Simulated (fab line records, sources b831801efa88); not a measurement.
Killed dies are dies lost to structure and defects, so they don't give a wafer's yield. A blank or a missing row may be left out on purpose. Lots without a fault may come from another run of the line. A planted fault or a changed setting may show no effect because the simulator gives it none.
A struck lot beside a sound one | flow sky130 | 42 steps out of a route of 708
Sound: wafers L740.3, L740.4, L740.5. Struck: wafer L750.6. (L750.2 of the same lot was not struck and is left out.) The cause comes at the end.
At each step with rows: each side's tool, then ch and its chambers, then its first start. Under that, the readings that differ: sound wafers | struck wafers | difference of the means | sigmas: that difference in standard deviations of wafers without a fault.
alike: readings whose means differ by less than 2 such deviations, and words and numbers that are the same on both sides. not compared: withheld readings, readings that some wafer has no value for, bounds like >300 that may hide the same value, and numbers for which the record gives no deviation and whose values overlap.
The two part at a step that has a row with sigmas, a row that says differs or no value, or rows on one side only. Numbers that don't overlap but have no deviation are shown without sigmas and don't part them. A reading that every wafer of one side lacks parts them only if that side has two wafers or more.

SKY_SD_P_CD_MEAS_07: target cd 380 nm.
  sound on cd_sem-01, day 26 22:12; struck on cd_sem-02, day 30 06:08
  alike: cd_nm
SKY_SD_P_OVL_MEAS_08:
  sound on overlay-02, day 26 22:17; struck on overlay-02, day 30 06:14
  alike: SD_P_OVL
then, 1 step without rows for these wafers: SKY_SD_P_IMPLANT_09.
SKY_SD_P_STRIP_10: strips in O2/N2.
  sound on plasma_asher-01 ch 0,1, day 26 22:30; struck on plasma_asher-02 ch 0, day 30 06:25
  alike: drypump_motor_current_A, oes_product_au, strip_time_to_endpoint_s
  not compared: rf_hours_counter_h
SKY_SD_P_TW_MEAS_11:
  sound on film_metro-03, day 26 22:35; struck on film_metro-03, day 30 06:31
  alike: SD_P_TW
then, 7 steps without rows for these wafers: SKY_RES_XHIGH_DEHYDRATE_00 (time 60 s); SKY_RES_XHIGH_HMDS_01 (prime time 60 s); SKY_RES_XHIGH_COAT_02 (resist thk 1140 nm); SKY_RES_XHIGH_SOFTBAKE_03 (time 60 s); SKY_RES_XHIGH_EXPOSE_04 (exposes mask URPM, target cd 1270 nm); SKY_RES_XHIGH_PEB_05; SKY_RES_XHIGH_DEVELOP_06 (develop time 60 s).
SKY_RES_XHIGH_IMPLANT_07:
  sound on implanter-01 ch 0, day 28 03:18; struck on implanter-04 ch 0, day 31 10:13
  alike: dose_ions_cm2, tilt_deg
SKY_RES_XHIGH_STRIP_08: strips in O2/N2.
  sound on plasma_asher-03 ch 0,1, day 28 03:26; struck on plasma_asher-03 ch 0, day 31 10:20
  alike: drypump_motor_current_A, oes_product_au, strip_time_to_endpoint_s
  not compared: rf_hours_counter_h
SKY_RES_XHIGH_TW_MEAS_09:
  sound on film_metro-03, day 28 03:31; struck on film_metro-03, day 31 10:28
  alike: RES_XHIGH_TW
then, 7 steps without rows for these wafers: SKY_SD_N_DEHYDRATE_00 (time 60 s); SKY_SD_N_HMDS_01 (prime time 60 s); SKY_SD_N_COAT_02 (resist thk 1140 nm); SKY_SD_N_SOFTBAKE_03 (time 60 s); SKY_SD_N_EXPOSE_04 (exposes mask NSDM, target cd 380 nm); SKY_SD_N_PEB_05; SKY_SD_N_DEVELOP_06 (develop time 60 s).
SKY_SD_N_CD_MEAS_07: target cd 380 nm.
  sound on cd_sem-02, day 29 08:08; struck on cd_sem-02, day 32 12:49
  alike: cd_nm
SKY_SD_N_OVL_MEAS_08:
  sound on overlay-01, day 29 08:13; struck on overlay-01, day 32 12:55
  alike: SD_N_OVL
then, 2 steps without rows for these wafers: SKY_SD_N_IMPLANT_09; SKY_SD_N_IMPLANT_10.
SKY_SD_N_STRIP_11: strips in O2/N2.
  sound on plasma_asher-02 ch 0,1, day 29 08:35; struck on plasma_asher-02 ch 1, day 32 13:15
  alike: drypump_motor_current_A, oes_product_au, strip_time_to_endpoint_s
  not compared: rf_hours_counter_h
SKY_SD_N_TW_MEAS_12:
  sound on film_metro-04, day 29 08:40; struck on film_metro-02, day 32 13:22
  alike: SD_N_TW
then, 1 step without rows for these wafers: SKY_SD_N_CLEAN_13 (cleans in SC1/SC2, time 150 s).
SKY_SD_N_RTA_14: time 2 s.
  sound on rtp_anneal-02 ch 0, day 29 08:47; struck on rtp_anneal-02 ch 0, day 32 13:28
  alike: chamber_o2_ppm, lamp_power_pct, wafer_temp_C_max
SKY_SD_N_RS_MEAS_16: measures by four-point-probe.
  sound on film_metro-04, day 29 08:58; struck on film_metro-04, day 32 13:40
  alike: SD_N_RS
SKY_SD_N_RS_MEAS_17: measures by four-point-probe.
  sound on film_metro-04, day 29 09:05; struck on film_metro-04, day 32 13:47
  alike: SD_P_RS
SKY_SD_N_RS_MEAS_18: measures by four-point-probe.
  sound on film_metro-04, day 29 09:13; struck on film_metro-04, day 32 13:54
  alike: RES_XHIGH_RS
then, 2 steps without rows for these wafers: SKY_SALICIDE_CLEAN_00 (cleans in HF-last, time 30 s); SKY_LI_CONTACT_HDPCVD_00 (deposits PSG, target thk 930 nm, time 155 s).
SKY_LI_CONTACT_THK_MEAS_01:
  sound on film_metro-04, day 29 09:29; struck on film_metro-04, day 32 14:08
  alike: LI_CONTACT_HDPCVD_THK
SKY_LI_CONTACT_CMP_02: polishes PSG.
  sound on cmp-01 ch 0,1,3, day 29 09:34; struck on cmp-01 ch 1, day 32 14:11
  alike: motor_current_A, retaining_ring_pressure_frac, time_to_endpoint_s
SKY_LI_CONTACT_BOW_MEAS_03:
  sound on film_metro-02, day 29 09:52; struck on film_metro-03, day 32 14:30
  alike: LI_CONTACT_BOW
then, 3 steps without rows for these wafers: SKY_LI_CONTACT_DEHYDRATE_04 (time 60 s); SKY_LI_CONTACT_HMDS_05 (prime time 60 s); SKY_LI_CONTACT_COAT_06 (resist thk 60 nm).
-- the record jumps here: 17 days lie between the struck wafers' starts before and after (it left off in module LI_CONTACT and takes up again in module PAD_OPEN, whose first step shown is number 708 of the route) --
SKY_PAD_OPEN_PROBE_99:
  sound on prober-01, day 47 01:00; struck on prober-01, day 49 03:54
  reading                                  | sound             | struck | difference | sigmas
  killed_dies                              | 88 84 104         | 69     | -23        | -2
  killed_short                             | 41 33 39          | 22     | -16        | -2
  model.etest.res_xhigh_po.rs_ohm_sq_range | 88.43 95.98 100.6 | 229.7  | +134.7     |
  alike: killed_at_M0_to_M3, killed_at_M4_up, killed_at_contacts, killed_at_front_end, killed_at_other, killed_on_rim, killed_open

WHERE THEY PART
Only at SKY_PAD_OPEN_PROBE_99, within this record.

WHY: what the simulator had put in
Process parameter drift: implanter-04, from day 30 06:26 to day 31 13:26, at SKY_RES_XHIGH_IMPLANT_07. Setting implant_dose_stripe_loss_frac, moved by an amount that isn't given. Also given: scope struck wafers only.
